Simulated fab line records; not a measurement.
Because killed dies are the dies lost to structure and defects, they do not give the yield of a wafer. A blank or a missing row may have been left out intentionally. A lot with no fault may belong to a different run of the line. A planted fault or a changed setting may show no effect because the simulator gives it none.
A struck lot beside a sound one || flow sky130 || 43 out of 708 route steps
Sound: wafers L220.1, L220.2, L220.6. Struck: wafers L233.2, L233.3, L233.6. Last of all comes the cause.
At each step with rows: each side's tool, then ch and its chambers, then its first start. Under that, the readings that differ: sound wafers || struck wafers || difference of the means || sigmas: that difference in standard deviations of wafers without a fault.
alike: readings whose means differ by less than 2 such deviations, and words and numbers that are the same on both sides. not compared: withheld readings, readings that some wafer has no value for, bounds like >300 that may hide the same value, and numbers for which the record gives no deviation and whose values overlap.
Wherever a step has rows on one side only, a row that says differs or no value, or a row with sigmas, the two part there. Numbers that don't overlap but have no deviation are shown without sigmas and don't part them. A reading missing from all wafers of one side parts the sides only when that side holds two or more wafers.

first, 3 steps without rows for these wafers: SKY_FIELD_ISO_CLEAN_20 (cleans in dHF, time 20 s); SKY_FIELD_ISO_WET_ETCH_21 (etches SiO2 in dHF, target depth 20 nm, time 400 s); SKY_FIELD_ISO_OXIDATION_22 (stabilise 600 s, purge 300 s, target thk 10 nm).
SKY_FIELD_ISO_THK_MEAS_23:
  sound: film_metro-04 at day 3 17:10; struck: film_metro-04 at day 6 11:55
  alike: FIELD_ISO_OXIDATION_01_THK
then, 1 step without rows for these wafers: SKY_FIELD_ISO_CVD_24 (deposits SiO2, target thk 595 nm, time 99.2 s).
SKY_FIELD_ISO_THK_MEAS_25:
  sound: film_metro-04 at day 3 17:18; struck: film_metro-03 at day 6 12:02
  alike: FIELD_ISO_CVD_24_THK
then, 1 step without rows for these wafers: SKY_FIELD_ISO_ANNEAL_26 (time 1800 s).
SKY_FIELD_ISO_CMP_27: polishes, stops on Si3N4, t overpolish 16 s, target thk 457.8 nm.
  sound on cmp-02 ch 0,1,3, day 3 22:44; struck on cmp-01 ch 0,1, day 6 13:35
  alike: edge_zone_pressure_frac, motor_current_A, overpolish_run_s, time_to_endpoint_s
then, 4 steps without rows for these wafers: SKY_FIELD_ISO_WET_ETCH_28 (etches SiO2 in dHF, target depth 23.7 nm, time 48.49 s); SKY_FIELD_ISO_WET_ETCH_29 (etches Si3N4 in H3PO4, target depth 160 nm, time 1825 s); SKY_FIELD_ISO_WET_ETCH_30 (etches SiO2 in dHF, target depth 25 nm, time 50 s); SKY_NWELL_CLEAN_00 (cleans in SC1/SC2, time 150 s).
SKY_NWELL_OXIDATION_01: stabilise 600 s, purge 300 s, target thk 10 nm.
  sound on furnace-02 ch 0, day 4 01:21; struck on furnace-02 ch 0, day 6 14:30
SKY_NWELL_THK_MEAS_02:
  sound: film_metro-02 at day 4 02:44; struck: film_metro-03 at day 6 15:54
  alike: NWELL_OXIDATION_THK
then, 8 steps without rows for these wafers: SKY_DNWELL_DEHYDRATE_00 (time 60 s); SKY_DNWELL_HMDS_01 (prime time 60 s); SKY_DNWELL_COAT_02 (resist thk 3000 nm); SKY_DNWELL_SOFTBAKE_03; SKY_DNWELL_EXPOSE_04 (exposes mask DNM, target cd 3000 nm); SKY_DNWELL_PEB_05; SKY_DNWELL_DEVELOP_06 (develop time 60 s); SKY_DNWELL_IMPLANT_07.
SKY_DNWELL_STRIP_08: strips in O2/N2.
  sound on plasma_asher-03 ch 0,1, day 4 20:04; struck on plasma_asher-02 ch 0,1, day 7 11:37
  alike: drypump_motor_current_A, oes_product_au, strip_time_to_endpoint_s
  not compared: rf_hours_counter_h
SKY_DNWELL_TW_MEAS_09:
  sound: film_metro-01 at day 4 20:10; struck: film_metro-02 at day 7 11:43
  alike: DNWELL_TW
then, 7 steps without rows for these wafers: SKY_PWDE_DEHYDRATE_00 (time 60 s); SKY_PWDE_HMDS_01 (prime time 60 s); SKY_PWDE_COAT_02 (resist thk 3000 nm); SKY_PWDE_SOFTBAKE_03; SKY_PWDE_EXPOSE_04 (exposes mask PWDEM, target cd 840 nm); SKY_PWDE_PEB_05; SKY_PWDE_DEVELOP_06 (develop time 60 s).
SKY_PWDE_OVL_MEAS_07:
  sound: overlay-02 at day 5 13:49; struck: overlay-02 at day 8 07:37
{"reading": "PWDE_OVL (nm)", "sound": "2.5 3.0 0.8", "struck": "0.1 -0.3 -0.7", "difference": -2.4, "sigmas": -2}
then, 1 step without rows for these wafers: SKY_PWDE_IMPLANT_08.
SKY_PWDE_STRIP_09: strips in O2/N2.
  sound on plasma_asher-01 ch 0,1, day 5 14:00; struck on plasma_asher-04 ch 0,1, day 8 07:48
  alike: drypump_motor_current_A, oes_product_au, strip_time_to_endpoint_s
  not compared: rf_hours_counter_h
SKY_PWDE_TW_MEAS_10:
  sound: film_metro-02 at day 5 14:06; struck: film_metro-03 at day 8 07:55
  alike: PWDE_TW
then, 7 steps without rows for these wafers: SKY_NWELL_DEHYDRATE_03 (time 60 s); SKY_NWELL_HMDS_04 (prime time 60 s); SKY_NWELL_COAT_05 (resist thk 3000 nm); SKY_NWELL_SOFTBAKE_06; SKY_NWELL_EXPOSE_07 (exposes mask NWM, target cd 840 nm); SKY_NWELL_PEB_08; SKY_NWELL_DEVELOP_09 (develop time 60 s).
-- the record jumps here: 42 days lie between the struck wafers' starts before and after (it left off in module NWELL and takes up again in module PAD_OPEN, whose first step shown is number 708 of the route) --
SKY_PAD_OPEN_PROBE_99:
  rows exist in the record for the struck wafers here (prober-02, day 50 03:21), but not for the sound ones

## WHERE THEY PART
First at SKY_PWDE_OVL_MEAS_07; last, within this record, at SKY_PAD_OPEN_PROBE_99.

WHY: what the simulator had put in
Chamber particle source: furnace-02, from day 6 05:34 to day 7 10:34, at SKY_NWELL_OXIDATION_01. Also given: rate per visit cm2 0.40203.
